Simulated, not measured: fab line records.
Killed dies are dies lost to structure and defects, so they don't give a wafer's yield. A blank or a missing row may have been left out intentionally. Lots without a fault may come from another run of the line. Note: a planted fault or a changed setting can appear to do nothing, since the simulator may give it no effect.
Which tool did it?    flow sky130    Sampling: 13 lots, 39 wafers, 5 of 708 route steps

== WHAT EACH GAUGE READ, for each wafer ==
SKY_SPACER_THK_MEAS_01. Usual: SPACER_CVD_00_THK 43.1 nm, standard deviation 0.42.
lot   measured      on             SPACER_CVD_00_THK (nm)  flag
L306  day 22 21:32  film metro-03  42.7 42.5 42.7          
L309  day 23 23:57  film metro-04  42.7 42.7 43.1          
L310  day 24 02:28  film metro-02  42.9 43.1 42.6          
L311  day 25 04:50  film metro-02  43.0 42.8 42.9          
L312  day 25 13:54  film metro-02  43.5 43.5 43.1          
L313  day 25 19:24  film metro-04  43.5 42.7 43.1          
L314  day 26 04:03  film metro-02  42.5 42.7 42.9          
L317  day 27 04:32  film metro-02  43.4 43.2 43.0          
L318  day 27 14:34  film metro-03  43.9 43.6 43.7          
L320  day 28 03:44  film metro-02  43.6 43.1 43.3          
L322  day 28 18:04  film metro-04  43.1 43.2 43.4          
L326  day 30 06:34  film metro-03  43.3 43.2 42.9          
L327  day 30 08:47  film metro-03  42.5 42.5 42.4          

SKY_SD_N_OVL_MEAS_08. Usual: SD_N_OVL -0.6 nm, standard deviation 1.7.
lot   measured      on          SD_N_OVL (nm)   flag
L306  day 27 19:29  overlay-02  0.7 2.7 0.6     
L309  day 28 21:43  overlay-02  -1.7 -2.8 -1.3  
L310  day 28 22:23  overlay-01  -1.0 -4.4 -1.4  
L311  day 30 00:40  overlay-02  1.9 2.2 -0.4    
L312  day 30 07:47  overlay-02  0.9 1.1 -1.7    
L313  day 30 13:22  overlay-02  1.2 3.8 2.5     
L314  day 30 21:37  overlay-01  -0.5 -1.5 -2.1  
L317  day 31 20:47  overlay-02  3.0 1.8 2.5     
L318  day 32 06:19  overlay-02  0.5 1.0 1.4     
L320  day 32 18:26  overlay-02  0.0 0.6 -0.5    
L322  day 33 09:23  overlay-02  -2.7 -1.1 -2.1  
L326  day 34 16:57  overlay-01  -1.5 -1.3 -1.4  
L327  day 34 19:01  overlay-01  -1.9 -2.8 -2.1  

SKY_SD_N_RS_MEAS_16: uses a four-point probe to measure. Usual: SD_N_RS 68.47 ohm/sq, standard deviation 0.13.
lot   measured      on             SD_N_RS (ohm/sq)                     flag
L306  day 27 20:33  film metro-03  68.62 68.68 68.53                    
L309  day 28 22:28  film metro-02  68.47 68.52 68.54                    
L310  day 28 23:08  film metro-02  68.46 68.61 68.49                    
L311  day 30 01:23  film metro-01  68.64 68.54 68.54                    
L312  day 30 08:31  film metro-02  68.47 68.35 68.53                    
L313  day 30 14:05  film metro-02  68.43 68.48 68.27                    
L314  day 30 22:20  film metro-03  68.48 68.54 68.55                    
L317  day 31 21:32  film metro-02  68.33 68.53 68.35                    
L318  day 32 07:01  film metro-01  69.54 69.77 69.45 69.73 69.67 69.48  OFF
L320  day 32 19:12  film metro-02  69.72 69.83 69.76 69.55 69.74 69.70  OFF
L322  day 33 10:10  film metro-03  68.54 68.53 68.63                    
L326  day 34 17:43  film metro-01  68.51 68.36 68.47                    
L327  day 34 19:43  film metro-02  68.35 68.42 68.34                    

SKY_LI_CONTACT_BOW_MEAS_03. Usual: LI_CONTACT_BOW 56 um, standard deviation 6.8.
lot   measured      on             LI_CONTACT_BOW (um)  flag
L306  day 27 21:34  film metro-03  62 62 65             
L309  day 28 23:19  film metro-01  51 56 41             
L310  day 28 23:58  film metro-01  41 48 68             
L311  day 30 02:14  film metro-01  63 64 59             
L312  day 30 09:22  film metro-01  56 38 55             
L313  day 30 14:55  film metro-03  53 58 69             
L314  day 30 23:11  film metro-03  39 61 44             
L317  day 31 22:23  film metro-03  55 63 64             
L318  day 32 12:25  film metro-03  55 66 59             
L320  day 32 22:50  film metro-01  53 58 56             
L322  day 33 11:01  film metro-01  59 51 52             
L326  day 34 18:33  film metro-03  57 64 59             
L327  day 34 20:34  film metro-03  56 59 52             

== EACH LOT AND THE TOOL THAT RAN IT (in order: tool; ch and the chambers of the sampled wafers; start) ==
lot   SKY_SD_N_IMPLANT_10
L306  implanter-03 ch 0, day 27 19:40
L309  implanter-01 ch 0, day 28 21:55
L310  implanter-01 ch 0, day 28 22:35
L311  implanter-01 ch 0, day 30 00:52
L312  implanter-04 ch 0, day 30 07:59
L313  implanter-03 ch 0, day 30 13:32
L314  implanter-04 ch 0, day 30 21:49
L317  implanter-03 ch 0, day 31 21:01
L318  implanter-03 ch 0, day 32 06:29
L320  implanter-03 ch 0, day 32 18:37
L322  implanter-01 ch 0, day 33 09:35
L326  implanter-04 ch 0, day 34 17:11
L327  implanter-04 ch 0, day 34 19:11
- SKY_SD_N_IMPLANT_10

== WHAT THE TOOLS THEMSELVES READ (means of the sampled wafers that have a number; where no wafer has one, the mark that the record gives instead) ==
SKY_SD_N_IMPLANT_10. Usual: dose ions cm2 9.997e+13, standard deviation 1.1e+11; faraday current uA 525, standard deviation 34.
lot   tool          dose ions cm2  faraday current uA  flag
L306  implanter-03  9.995e+13      484                 
L309  implanter-01  9.995e+13      566                 
L310  implanter-01  1.001e+14      575                 
L311  implanter-01  9.979e+13      563                 
L312  implanter-04  9.990e+13      532                 
L313  implanter-03  1.000e+14      491                 
L314  implanter-04  9.993e+13      516                 
L317  implanter-03  9.993e+13      496                 
L318  implanter-03  4.900e+13      278                 OFF
L320  implanter-03  4.873e+13      278                 OFF
L322  implanter-01  1.000e+14      555                 
L326  implanter-04  1.000e+14      519                 
L327  implanter-04  1.002e+14      531                 

== THE ANSWER, worked out from the rows above alone ==
Rule: a lot counts as off when the mean over its wafers that have a number is more than 3 standard deviations away from the usual mean. Also off: a lot with no number at a reading for which 4 or more lots have one. Where the step has rows for the other lots, those lots are counted as sound. After the gauges, taken in route order, come the tools' own readings; for these a lot's mean is taken, as printed above. At the first step where some lot is off, the reading lying furthest off is the one used; lots without a number count as furthest.
Off: L318, L320, seen at SKY_SD_N_RS_MEAS_16 (SD_N_RS).
If a tool, at a process step before that reading, ran all the lots that are off and no sound lot after the first of them, it fits. Not tried: the gauges at SKY_SD_N_RS_MEAS_16; whatever is off there is also off at SKY_SD_N_IMPLANT_10, on other tools, and gauge error can't account for it. One candidate fits, namely implanter-03 at SKY_SD_N_IMPLANT_10. A fault onset in the window from L317 (day 31 21:01, its last sound lot) to L318 (day 32 06:29, its first lot off) fits.
The tool's own readings at SKY_SD_N_IMPLANT_10 bear it out: on the lots that are off they differ by more than 5 times the standard deviation of the sound lots' means. dose ions cm2 reads 4.886e+13 there against 9.998e+13 on the sound lots; faraday current uA reads 278 there against 530 on the sound lots.

== WHAT WAS PUT IN BY THE SIMULATOR ==
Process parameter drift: implanter-03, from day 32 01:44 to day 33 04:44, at SKY_SD_N_IMPLANT_10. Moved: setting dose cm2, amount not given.
Struck lots among those shown: L318, L320. The rule given above showed the same thing.
